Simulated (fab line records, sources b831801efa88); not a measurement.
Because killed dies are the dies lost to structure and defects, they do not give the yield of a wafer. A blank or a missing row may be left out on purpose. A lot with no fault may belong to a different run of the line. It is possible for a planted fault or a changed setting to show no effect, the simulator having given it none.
fab line records -- flow sky130 -- part 1 of 2: steps 1 to 27 of 37
record lots=5, wafers=15, lastDay=50
route steps=708 shown METAL1@453 VIA1@458 METAL2@483
lots untouched by any fault: they come from a run of this same line in which no faults occurred
startH: hours from the record's first day to the start of the lot's first wafer shown -- waitH: hours from the lot's prior step to this one -- " repeats the value in the row above -- L1.1+2: a row that stands for several wafers -- - no value, or no start was given -- * or withheld: withheld -- < > ~ a bound
route shown NAME@n: names a module that has steps shown in the file, with the first one's number in the route -- usual: mean/standard deviation taken from wafers without a fault -- same: alike in all rows -- chamber/n: place in a boat -- sites: readings site by site -- _std_site: standard deviation across them -- _edge_site: outer sites' mean less inner sites' -- radiusMm: how far each site lies from the wafer's centre -- mask NAME#n: copy n -- behind: the last tool/chamber to shape the wafer -- hold: reason for holding the lot/hours on hold/outcome of the hold -- device: whichever transistor did not switch (one of n, p or np) -- end of line: the tests these same wafers got at the end of their route -- a step with no rows: only its recipe -- killed: dies lost to structure and defects at the first sort, not the wafer's yield -- map: the dies of a wafer, with x for killed, . for not killed, _ for no die there
set.NAME: the run value of the setting; set.NAME@STEP: its run value at that earlier step -- model.NAME: the simulator's own value behind a step, which no gauge read
lots at some steps of the route; a table a step, a row a wafer
services: the hour from which a tool's chamber was out of use, counted from the record's first day as startH (under 0 if before that day), plus the number of hours and why
## steps
# step SKY_METAL1_METAL_ETCH_19
# recipe targetDepthA=3600, stopOn=SiO2, overEtchFrac=0.3, timeS=78, chemistry=Cl2/BCl3, resistSidewallDeg=88, pressureMtorr=10, icpW=900, biasW=48.5, Cl2_flow_sccm=60, bcl3FlowSccm=30
# usual drypumpMotorCurrentA=6.0/0.38, heBacksideLeakSccm=3.2/0.3, oesProductAu=0.855/0.0063, throttleValvePct=22.264/0.0081
lot.wafer,tool,chamber,startH,waitH,drypumpMotorCurrentA,heBacksideLeakSccm,oesProductAu,rfHoursCounterH,throttleValvePct
L079.1,rieMetal-01,1,806.89,0.0,6.2,3.4,0.847,6,22.260
L079.3,rieMetal-01,1,806.89,0.0,6.2,3.4,0.851,-,22.268
L079.5,rieMetal-01,0,806.89,0.0,6.2,3.4,0.849,-,22.253
L091.2,rieMetal-04,0,894.44,0.0,5.8,3.2,0.866,0,22.274
L091.5,rieMetal-04,0,894.44,0.0,5.8,3.3,0.863,-,22.259
L091.6,rieMetal-04,1,894.44,0.0,5.4,3.3,0.861,-,22.261
L093.3,rieMetal-02,0,907.02,0.1,5.8,3.0,0.863,-,22.261
L093.5,rieMetal-02,1,907.02,0.1,6.5,3.0,0.852,-,22.271
L093.6,rieMetal-02,0,907.02,0.1,5.8,3.1,0.859,-,22.263
L095.1,rieMetal-02,1,925.97,0.0,6.5,3.0,0.847,19,22.238
L095.5,rieMetal-02,0,925.97,0.0,5.8,3.1,0.843,-,22.257
L095.6,rieMetal-02,1,925.97,0.0,6.5,3.1,0.865,-,22.270
L097.2,rieMetal-02,0,944.40,0.1,5.8,3.1,0.857,-,22.251
L097.3,rieMetal-02,0,944.40,0.1,5.8,3.1,0.860,-,22.286
L097.5,rieMetal-02,0,944.40,0.1,5.9,3.0,0.852,-,22.261
# step SKY_METAL1_STRIP_20
# recipe chemistry=O2/N2, powerW=1400, pressureMtorr=1500, platenTempC=withheld, o2FlowSccm=3000, n2FlowSccm=300, overashFraction=0.5
# usual drypumpMotorCurrentA=5.8/0.59, oesProductAu=0.341/0.0052, stripTimeToEndpointS=2.68/0.042
lot.wafer,tool,chamber,startH,waitH,drypumpMotorCurrentA,oesProductAu,rfHoursCounterH,stripTimeToEndpointS
L079.1,plasmaAsher-01,0,806.98,0.1,5.6,0.338,6,2.69
L079.3,plasmaAsher-01,1,806.98,0.1,5.6,0.348,-,2.71
L079.5,plasmaAsher-01,1,806.98,0.1,5.6,0.340,-,2.60
L091.2,plasmaAsher-03,1,894.53,0.1,5.8,0.332,77,2.61
L091.5,plasmaAsher-03,1,894.53,0.1,5.8,0.336,-,2.61
L091.6,plasmaAsher-03,0,894.53,0.1,6.2,0.338,-,2.63
L093.3,plasmaAsher-01,0,907.11,0.1,5.6,0.338,-,2.64
L093.5,plasmaAsher-01,1,907.11,0.1,5.6,0.338,-,2.69
L093.6,plasmaAsher-01,0,907.11,0.1,5.7,0.344,-,2.64
L095.1,plasmaAsher-02,1,926.06,0.1,5.1,0.338,110,2.72
L095.5,plasmaAsher-02,1,926.06,0.1,5.1,0.345,-,2.69
L095.6,plasmaAsher-02,0,926.06,0.1,6.6,0.342,-,2.76
L097.2,plasmaAsher-02,1,944.55,0.1,5.1,0.349,112,2.72
L097.3,plasmaAsher-02,1,944.55,0.1,5.1,0.335,-,2.68
L097.5,plasmaAsher-02,0,944.55,0.1,6.6,0.348,-,2.66
# step SKY_METAL1_STRIP_21
# recipe chemistry=postEtchResidueRemover, timeS=1200, tempC=72.5
# usual bathHeatDutyPct=14.7/1.6
lot.wafer,tool,chamber,startH,waitH,bathHeatDutyPct
L079.1,wetBench-02,1,807.08,0.1,13.2
L079.3,wetBench-02,1,807.08,0.1,13.2
L079.5,wetBench-02,1,807.08,0.1,14.2
L091.2,wetBench-01,0,894.63,0.1,13.9
L091.5,wetBench-01,0,894.63,0.1,15.1
L091.6,wetBench-01,0,894.63,0.1,15.1
L093.3,wetBench-02,3,907.18,0.0,14.4
L093.5,wetBench-02,3,907.18,0.0,12.6
L093.6,wetBench-02,3,907.18,0.0,14.1
L095.1,wetBench-02,3,926.16,0.1,13.7
L095.5,wetBench-02,3,926.16,0.1,14.4
L095.6,wetBench-02,3,926.16,0.1,13.4
L097.2,wetBench-03,3,944.65,0.1,13.3
L097.3,wetBench-03,3,944.65,0.1,13.4
L097.5,wetBench-03,3,944.65,0.1,13.7
# step SKY_METAL1_CLEAN_22
# recipe chemistry=IPA, timeS=180, tempC=25
# usual bathHeatDutyPct=6.5/0.75
lot.wafer,tool,chamber,startH,waitH,bathHeatDutyPct
L079.1,wetBench-01,0,807.45,0.0,6.4
L079.3,wetBench-01,0,807.45,0.0,6.2
L079.5,wetBench-01,0,807.45,0.0,7.1
L091.2,wetBench-02,1,895.00,0.0,5.7
L091.5,wetBench-02,1,895.00,0.0,6.0
L091.6,wetBench-02,1,895.00,0.0,6.2
L093.3,wetBench-03,1,907.52,0.0,7.5
L093.5,wetBench-03,1,907.52,0.0,6.7
L093.6,wetBench-03,1,907.52,0.0,7.3
L095.1,wetBench-01,3,926.51,0.0,5.7
L095.5,wetBench-01,3,926.51,0.0,6.0
L095.6,wetBench-01,3,926.51,0.0,5.9
L097.2,wetBench-02,1,944.99,0.0,6.2
L097.3,wetBench-02,1,944.99,0.0,5.9
L097.5,wetBench-02,1,944.99,0.0,5.8
# step SKY_METAL1_CLEAN_23
# recipe chemistry=O3/DIW, dry=n2Spin
lot.wafer,tool,chamber,startH,waitH
L079.1+3+5,wetBench-03,3,807.51,0.0
L091.2+5+6,wetBench-01,2,895.06,0.0
L093.3+5+6,wetBench-01,2,907.58,0.0
L095.1+5+6,wetBench-03,3,926.56,0.0
L097.2+3+5,wetBench-02,0,945.05,0.0
# step SKY_VIA1_HDPCVD_00
# recipe material=SiO2, targetThkNm=1030, sigmaOpenFrac=0.3, timeS=171.7, tempC=400, sih4FlowSccm=60, pressureMtorr=6
# usual susceptorTempC=400.00/0.25
lot.wafer,tool,chamber,startH,waitH,susceptorTempC
L079.1,hdpcvd-01,2,807.60,0.0,400.25
L079.3,hdpcvd-01,0,807.60,0.0,400.25
L079.5,hdpcvd-01,0,807.60,0.0,400.11
L091.2,hdpcvd-01,1,895.16,0.0,399.95
L091.5,hdpcvd-01,1,895.16,0.0,400.18
L091.6,hdpcvd-01,2,895.16,0.0,400.18
L093.3,hdpcvd-02,2,907.68,0.0,399.99
L093.5,hdpcvd-02,1,907.68,0.0,399.90
L093.6,hdpcvd-02,0,907.68,0.0,399.87
L095.1,hdpcvd-02,2,926.66,0.0,399.81
L095.5,hdpcvd-02,0,926.66,0.0,399.81
L095.6,hdpcvd-02,1,926.66,0.0,400.05
L097.2,hdpcvd-01,0,945.14,0.0,400.39
L097.3,hdpcvd-01,1,945.14,0.0,400.20
L097.5,hdpcvd-01,2,945.14,0.0,399.75
# step SKY_VIA1_THK_MEAS_01
# recipe reads=SiO2_of_VIA1_HDPCVD_00
# usual VIA1_HDPCVD_THK=1032/12
lot.wafer,tool,chamber,startH,waitH,VIA1_HDPCVD_THK[nm]
L079.1,filmMetro-02,-,807.71,0.1,1018
L079.3,filmMetro-02,-,807.71,0.1,1045
L079.5,filmMetro-02,-,807.71,0.1,1039
L091.2,filmMetro-04,-,895.28,0.1,1040
L091.5,filmMetro-04,-,895.28,0.1,1039
L091.6,filmMetro-04,-,895.28,0.1,1039
L093.3,filmMetro-02,-,907.81,0.1,1042
L093.5,filmMetro-02,-,907.81,0.1,1040
L093.6,filmMetro-02,-,907.81,0.1,1032
L095.1,filmMetro-04,-,926.78,0.1,1045
L095.5,filmMetro-04,-,926.78,0.1,1043
L095.6,filmMetro-04,-,926.78,0.1,1040
L097.2,filmMetro-02,-,945.26,0.1,1051
L097.3,filmMetro-02,-,945.26,0.1,1035
L097.5,filmMetro-02,-,945.26,0.1,1036
# step SKY_VIA1_CMP_02
# recipe material=SiO2, downForcePsi=4, platenRpm=60, padVelocityMS=0.94248
# usual motorCurrentA=12.0/0.83
lot.wafer,tool,chamber,startH,waitH,motorCurrentA
L079.1,cmp-01,2,807.82,0.1,12.3
L079.3,cmp-01,3,807.82,0.1,11.4
L079.5,cmp-01,1,807.82,0.1,11.2
L091.2,cmp-01,2,895.43,0.1,12.7
L091.5,cmp-01,0,895.43,0.1,13.9
L091.6,cmp-01,1,895.43,0.1,11.3
L093.3,cmp-01,1,907.85,0.0,11.4
L093.6,cmp-01,1,907.85,0.0,11.6
L093.5,cmp-01,2,907.85,0.0,12.4
L095.1,cmp-02,0,926.84,0.1,12.7
L095.5,cmp-02,0,926.84,0.1,11.9
L095.6,cmp-02,1,926.84,0.1,11.7
L097.2,cmp-02,2,945.31,0.0,12.2
L097.3,cmp-02,1,945.31,0.0,11.5
L097.5,cmp-02,3,945.31,0.0,10.8
# step SKY_VIA1_BOW_MEAS_03
# recipe mode=bow
# usual VIA1_BOW=82/7.2
lot.wafer,tool,chamber,startH,waitH,VIA1_BOW[um]
L079.1,filmMetro-02,-,808.07,0.2,70
L079.3,filmMetro-02,-,808.07,0.2,80
L079.5,filmMetro-02,-,808.07,0.2,77
L091.2,filmMetro-04,-,895.65,0.2,75
L091.5,filmMetro-04,-,895.65,0.2,74
L091.6,filmMetro-04,-,895.65,0.2,76
L093.3,filmMetro-01,-,908.19,0.3,81
L093.5,filmMetro-01,-,908.19,0.3,85
L093.6,filmMetro-01,-,908.19,0.3,82
L095.1,filmMetro-01,-,927.14,0.2,77
L095.5,filmMetro-01,-,927.14,0.2,69
L095.6,filmMetro-01,-,927.14,0.2,75
L097.2,filmMetro-01,-,945.63,0.3,73
L097.3,filmMetro-01,-,945.63,0.3,78
L097.5,filmMetro-01,-,945.63,0.3,77
# step SKY_VIA1_DEHYDRATE_04
# recipe tempC=200, timeS=60
lot.wafer,tool,chamber,startH,waitH
L079.1+3+5,lithoTrack-01,0,820.51,12.4
L091.2+5+6,lithoTrack-01,0,907.84,12.2
L093.3+5+6,lithoTrack-03,0,920.22,12.0
L095.1+5+6,lithoTrack-03,0,939.27,12.1
L097.2+3+5,lithoTrack-01,0,956.79,11.1
# step SKY_VIA1_HMDS_05
# recipe primeTimeS=60, primeTempC=120
lot.wafer,tool,chamber,startH,waitH
L079.1+3+5,lithoTrack-01,0,820.66,0.1
L091.2+5+6,lithoTrack-01,0,907.99,0.1
L093.3+5+6,lithoTrack-03,0,920.37,0.1
L095.1+5+6,lithoTrack-03,0,939.42,0.1
L097.2+3+5,lithoTrack-01,0,956.94,0.1
# step SKY_VIA1_COAT_06
# recipe resist=BARC, tempC=withheld, timeS=withheld, spinRpm=3000, resistThkNm=60
lot.wafer,tool,chamber,startH,waitH
L079.1+3+5,lithoTrack-01,0,820.81,0.1
L091.2+5+6,lithoTrack-01,0,908.14,0.1
L093.3+5+6,lithoTrack-03,0,920.52,0.1
L095.1+5+6,lithoTrack-03,0,939.57,0.1
L097.2+3+5,lithoTrack-01,0,957.09,0.1
# step SKY_VIA1_COAT_07
# recipe resist=KrF-thick, spinRpm=3000, resistThkNm=450
lot.wafer,tool,chamber,startH,waitH
L079.1+3+5,lithoTrack-01,0,-,-
L091.2+5+6,lithoTrack-01,0,-,-
L093.3+5+6,lithoTrack-03,0,-,-
L095.1+5+6,lithoTrack-03,0,-,-
L097.2+3+5,lithoTrack-01,0,-,-
# step SKY_VIA1_SOFTBAKE_08
# recipe tempC=100, timeS=90, resist=KrF-thick
lot.wafer,tool,chamber,startH,waitH
L079.1+3+5,lithoTrack-01,0,-,-
L091.2+5+6,lithoTrack-01,0,-,-
L093.3+5+6,lithoTrack-03,0,-,-
L095.1+5+6,lithoTrack-03,0,-,-
L097.2+3+5,lithoTrack-01,0,-,-
# step SKY_VIA1_EXPOSE_09
# recipe maskId=VIM, na=0.8, sourceShape=annular, sigmaInner=0.55, sigmaOuter=0.85, targetCdNm=150, doseMj=38
# same sigmaInner=0.55
lot.wafer,tool,chamber,startH,waitH,mask
L079.1+3+5,krfScanner-01,0,-,-,VIM#0
L091.2+5+6,krfScanner-01,0,-,-,VIM#0
L093.3+5+6,krfScanner-01,0,-,-,VIM#0
L095.1+5+6,krfScanner-01,0,-,-,VIM#0
L097.2+3+5,krfScanner-01,0,-,-,VIM#0
# step SKY_VIA1_PEB_10
# recipe pebTempC=withheld, pebTimeS=withheld, resist=KrF-thick
lot.wafer,tool,chamber,startH,waitH
L079.1+3+5,lithoTrack-03,0,-,-
L091.2+5+6,lithoTrack-02,0,-,-
L093.3+5+6,lithoTrack-02,0,-,-
L095.1+5+6,lithoTrack-03,0,-,-
L097.2+3+5,lithoTrack-01,0,-,-
# step SKY_VIA1_DEVELOP_11
# recipe developTimeS=60, resist=KrF-thick, devTempC=21
# usual developerTempC=21.02/0.097
# same developTimeS=60
lot.wafer,tool,chamber,startH,waitH,developerTempC
L079.1,lithoTrack-03,0,-,-,21.05
L079.3,lithoTrack-03,0,-,-,21.06
L079.5,lithoTrack-03,0,-,-,21.06
L091.2,lithoTrack-02,0,-,-,20.96
L091.5,lithoTrack-02,0,-,-,20.91
L091.6,lithoTrack-02,0,-,-,21.05
L093.3,lithoTrack-02,0,-,-,20.97
L093.5,lithoTrack-02,0,-,-,20.93
L093.6,lithoTrack-02,0,-,-,20.95
L095.1,lithoTrack-03,0,-,-,21.09
L095.5,lithoTrack-03,0,-,-,20.95
L095.6,lithoTrack-03,0,-,-,20.92
L097.2,lithoTrack-01,0,-,-,21.04
L097.3,lithoTrack-01,0,-,-,21.01
L097.5,lithoTrack-01,0,-,-,20.91
# step SKY_VIA1_CD_MEAS_12
# recipe targetCdNm=150
# usual cdNm=151.0/1.8
lot.wafer,tool,chamber,startH,waitH,cdNm
L079.1,cdSem-02,-,834.41,-,149.3
L079.3,cdSem-02,-,834.41,-,149.7
L079.5,cdSem-02,-,834.41,-,147.3
L091.2,cdSem-02,-,920.66,-,153.7
L091.5,cdSem-02,-,920.66,-,153.8
L091.6,cdSem-02,-,920.66,-,153.8
L093.3,cdSem-02,-,933.13,-,148.4
L093.5,cdSem-02,-,933.13,-,150.3
L093.6,cdSem-02,-,933.13,-,149.6
L095.1,cdSem-02,-,951.97,-,150.2
L095.5,cdSem-02,-,951.97,-,150.6
L095.6,cdSem-02,-,951.97,-,152.1
L097.2,cdSem-02,-,970.09,-,152.7
L097.3,cdSem-02,-,970.09,-,150.2
L097.5,cdSem-02,-,970.09,-,154.2
# step SKY_VIA1_OVL_MEAS_13
# usual VIA1_OVL=5/5.3
lot.wafer,tool,chamber,startH,waitH,VIA1_OVL[nm]
L079.1,overlay-01,-,834.53,0.1,5
L079.3,overlay-01,-,834.53,0.1,1
L079.5,overlay-01,-,834.53,0.1,2
L091.2,overlay-02,-,920.77,0.1,-3
L091.5,overlay-02,-,920.77,0.1,3
L091.6,overlay-02,-,920.77,0.1,1
L093.3,overlay-01,-,933.22,0.1,16
L093.5,overlay-01,-,933.22,0.1,15
L093.6,overlay-01,-,933.22,0.1,11
L095.1,overlay-02,-,952.09,0.1,10
L095.5,overlay-02,-,952.09,0.1,4
L095.6,overlay-02,-,952.09,0.1,3
L097.2,overlay-01,-,970.19,0.1,0
L097.3,overlay-01,-,970.19,0.1,3
L097.5,overlay-01,-,970.19,0.1,9
# step SKY_VIA1_ETCH_14
# recipe chemistry=N2/H2, target=BARC, ionEnergyEv=200, sourceW=500, biasW=100, pressureMtorr=30, n2FlowSccm=100, h2FlowSccm=200, stopOn=SiO2, timeS=45.9, targetDepthA=600
# usual drypumpMotorCurrentA=5.6/0.39, oesProductAu=0.853/0.005, throttleValvePct=13.225/0.0093
lot.wafer,tool,chamber,startH,waitH,drypumpMotorCurrentA,oesProductAu,rfHoursCounterH,throttleValvePct
L079.1,rieDiel-03,3,834.56,0.0,5.5,0.846,16,13.245
L079.3,rieDiel-03,0,834.56,0.0,6.0,0.852,8,13.219
L079.5,rieDiel-03,1,834.56,0.0,5.0,0.849,-,13.238
L091.2,rieDiel-02,3,920.80,0.0,5.6,0.844,16,13.215
L091.5,rieDiel-02,1,920.80,0.0,5.6,0.844,-,13.208
L091.6,rieDiel-02,0,920.80,0.0,6.1,0.857,-,13.224
L093.3,rieDiel-02,0,933.25,0.0,6.1,0.851,17,13.234
L093.5,rieDiel-02,2,933.25,0.0,5.6,0.853,-,13.223
L093.6,rieDiel-02,3,933.25,0.0,5.6,0.852,-,13.228
L095.1,rieDiel-02,2,952.13,0.0,5.7,0.850,24,13.220
L095.5,rieDiel-02,3,952.13,0.0,5.6,0.849,-,13.233
L095.6,rieDiel-02,0,952.13,0.0,6.1,0.862,-,13.213
L097.2,rieDiel-01,0,970.22,0.0,6.1,0.863,9,13.228
L097.3,rieDiel-01,2,970.22,0.0,5.1,0.852,15,13.218
L097.5,rieDiel-01,3,970.22,0.0,6.0,0.859,-,13.237
# step SKY_VIA1_ETCH_15
# recipe target=SiO2, chemistry=C4F8/O2/Ar, targetDepthNm=351, stopOn=TiN, maskMaterial=KrF-thick, sourceW=1500, biasW=1200, pressureMtorr=40, c4f8FlowSccm=withheld, O2_flow_sccm=6, Ar_flow_sccm=300, timeS=54
# usual oesProductAu=0.980/0.0074
lot.wafer,tool,chamber,startH,waitH,oesProductAu,rfHoursCounterH
L079.1,rieDiel-03,3,834.60,0.0,0.962,16
L079.3,rieDiel-03,0,834.60,0.0,0.981,8
L079.5,rieDiel-03,1,834.60,0.0,0.978,-
L091.2,rieDiel-02,3,920.84,0.0,0.973,16
L091.5,rieDiel-02,1,920.84,0.0,0.975,-
L091.6,rieDiel-02,0,920.84,0.0,0.984,-
L093.3,rieDiel-02,0,933.29,0.0,0.981,17
L093.5,rieDiel-02,2,933.29,0.0,0.989,-
L093.6,rieDiel-02,3,933.29,0.0,0.978,-
L095.1,rieDiel-02,2,952.17,0.0,0.975,24
L095.5,rieDiel-02,3,952.17,0.0,0.967,-
L095.6,rieDiel-02,0,952.17,0.0,0.983,-
L097.2,rieDiel-01,0,970.26,0.0,0.977,9
L097.3,rieDiel-01,2,970.26,0.0,0.967,15
L097.5,rieDiel-01,3,970.26,0.0,0.981,-
# step SKY_VIA1_STRIP_16
# recipe chemistry=O2/N2, powerW=1400, pressureMtorr=1500, platenTempC=withheld, o2FlowSccm=3000, n2FlowSccm=300, overashFraction=0.5
# usual drypumpMotorCurrentA=5.7/0.44, oesProductAu=0.415/0.0047, stripTimeToEndpointS=4.459/0.026
lot.wafer,tool,chamber,startH,waitH,drypumpMotorCurrentA,oesProductAu,rfHoursCounterH,stripTimeToEndpointS
L079.1,plasmaAsher-01,0,834.65,0.0,5.6,0.418,9,4.489
L079.3,plasmaAsher-01,1,834.65,0.0,5.7,0.412,-,4.467
L079.5,plasmaAsher-01,1,834.65,0.0,5.7,0.413,-,4.454
L091.2,plasmaAsher-02,1,920.88,0.0,5.1,0.410,110,4.505
L091.5,plasmaAsher-02,0,920.88,0.0,6.6,0.416,-,4.477
L091.6,plasmaAsher-02,1,920.88,0.0,5.1,0.413,-,4.454
L093.3,plasmaAsher-04,1,933.37,0.1,5.9,0.420,-,4.455
L093.5,plasmaAsher-04,0,933.37,0.1,5.6,0.406,-,4.440
L093.6,plasmaAsher-04,1,933.37,0.1,5.9,0.411,-,4.486
L095.1,plasmaAsher-02,0,952.22,0.0,6.6,0.412,113,4.425
L095.5,plasmaAsher-02,0,952.22,0.0,6.6,0.412,-,4.500
L095.6,plasmaAsher-02,1,952.22,0.0,5.1,0.417,-,4.453
L097.2,plasmaAsher-02,0,970.31,0.0,6.6,0.412,115,4.433
L097.3,plasmaAsher-02,0,970.31,0.0,6.6,0.415,-,4.440
L097.5,plasmaAsher-02,1,970.31,0.0,5.1,0.411,-,4.447
# step SKY_VIA1_STRIP_17
# recipe chemistry=postEtchResidueRemover, timeS=1200, tempC=72.5
# usual bathHeatDutyPct=15.2/1.8
lot.wafer,tool,chamber,startH,waitH,bathHeatDutyPct
L079.1,wetBench-01,3,834.75,0.1,13.0
L079.3,wetBench-01,3,834.75,0.1,13.0
L079.5,wetBench-01,3,834.75,0.1,12.3
L091.2,wetBench-04,2,920.98,0.1,14.2
L091.5,wetBench-04,2,920.98,0.1,16.0
L091.6,wetBench-04,2,920.98,0.1,13.5
L093.3,wetBench-03,1,933.43,0.0,16.3
L093.5,wetBench-03,1,933.43,0.0,16.3
L093.6,wetBench-03,1,933.43,0.0,16.1
L095.1,wetBench-03,2,952.32,0.1,16.4
L095.5,wetBench-03,2,952.32,0.1,16.9
L095.6,wetBench-03,2,952.32,0.1,17.6
L097.2,wetBench-04,2,970.41,0.1,14.7
L097.3,wetBench-04,2,970.41,0.1,14.7
L097.5,wetBench-04,2,970.41,0.1,16.7
# step SKY_VIA1_CLEAN_18
# recipe chemistry=IPA, timeS=180, tempC=25
# usual bathHeatDutyPct=6.7/0.78
lot.wafer,tool,chamber,startH,waitH,bathHeatDutyPct
L079.1,wetBench-03,1,835.09,0.0,6.5
L079.3,wetBench-03,1,835.09,0.0,6.4
L079.5,wetBench-03,1,835.09,0.0,6.9
L091.2,wetBench-01,3,921.33,0.0,5.2
L091.5,wetBench-01,3,921.33,0.0,5.0
L091.6,wetBench-01,3,921.33,0.0,6.2
L093.3,wetBench-04,2,933.81,0.0,6.5
L093.5,wetBench-04,2,933.81,0.0,5.9
L093.6,wetBench-04,2,933.81,0.0,7.2
L095.1,wetBench-01,1,952.66,0.0,5.8
L095.5,wetBench-01,1,952.66,0.0,6.2
L095.6,wetBench-01,1,952.66,0.0,6.0
L097.2,wetBench-01,2,970.78,0.0,6.7
L097.3,wetBench-01,2,970.78,0.0,5.8
L097.5,wetBench-01,2,970.78,0.0,6.5
# step SKY_VIA1_CLEAN_19
# recipe chemistry=O3/DIW, dry=n2Spin
lot.wafer,tool,chamber,startH,waitH
L079.1+3+5,wetBench-01,2,835.16,0.0
L091.2+5+6,wetBench-03,1,921.38,0.0
L093.3+5+6,wetBench-01,0,933.87,0.0
L095.1+5+6,wetBench-04,1,952.72,0.0
L097.2+3+5,wetBench-04,1,970.84,0.0
# step SKY_VIA1_SPUTTER_20
# recipe material=TiN, targetThkNm=20, chamberPressurePa=5, powerW=4000, timeS=80
# usual throttleValvePct=29.0/1
lot.wafer,tool,chamber,startH,waitH,throttleValvePct
L079.1,pvdSputter-01,-,835.25,0.0,28.7
L079.3,pvdSputter-01,-,835.25,0.0,30.0
L079.5,pvdSputter-01,-,835.25,0.0,29.6
L091.2,pvdSputter-02,-,921.48,0.0,28.0
L091.5,pvdSputter-02,-,921.48,0.0,27.8
L091.6,pvdSputter-02,-,921.48,0.0,29.6
L093.3,pvdSputter-01,-,933.96,0.0,28.8
L093.5,pvdSputter-01,-,933.96,0.0,29.3
L093.6,pvdSputter-01,-,933.96,0.0,28.5
L095.1,pvdSputter-02,-,952.81,0.0,29.1
L095.5,pvdSputter-02,-,952.81,0.0,29.0
L095.6,pvdSputter-02,-,952.81,0.0,29.3
L097.2,pvdSputter-01,-,970.94,0.0,28.3
L097.3,pvdSputter-01,-,970.94,0.0,27.7
L097.5,pvdSputter-01,-,970.94,0.0,27.7
# step SKY_VIA1_CVD_21
# recipe material=W, targetThkNm=270, timeS=80.902, tempC=400, pressureTorr=40
# usual heaterPowerW=798/52, susceptorTempC=399.97/0.22
lot.wafer,tool,chamber,startH,waitH,heaterPowerW,susceptorTempC
L079.1,cvdW-01,1,835.31,0.0,814,399.97
L079.3,cvdW-01,1,835.31,0.0,806,399.81
L079.5,cvdW-01,0,835.31,0.0,778,399.82
L091.2,cvdW-01,0,921.55,0.0,776,399.83
L091.5,cvdW-01,0,921.55,0.0,775,400.16
L091.6,cvdW-01,1,921.55,0.0,798,399.75
L093.3,cvdW-01,0,934.05,0.1,791,400.10
L093.5,cvdW-01,1,934.05,0.1,811,400.20
L093.6,cvdW-01,0,934.05,0.1,772,399.71
L095.1,cvdW-02,0,952.87,0.0,668,400.10
L095.5,cvdW-02,0,952.87,0.0,694,399.95
L095.6,cvdW-02,1,952.87,0.0,856,400.14
L097.2,cvdW-01,0,971.00,0.0,781,400.16
L097.3,cvdW-01,0,971.00,0.0,784,399.99
L097.5,cvdW-01,1,971.00,0.0,816,400.01
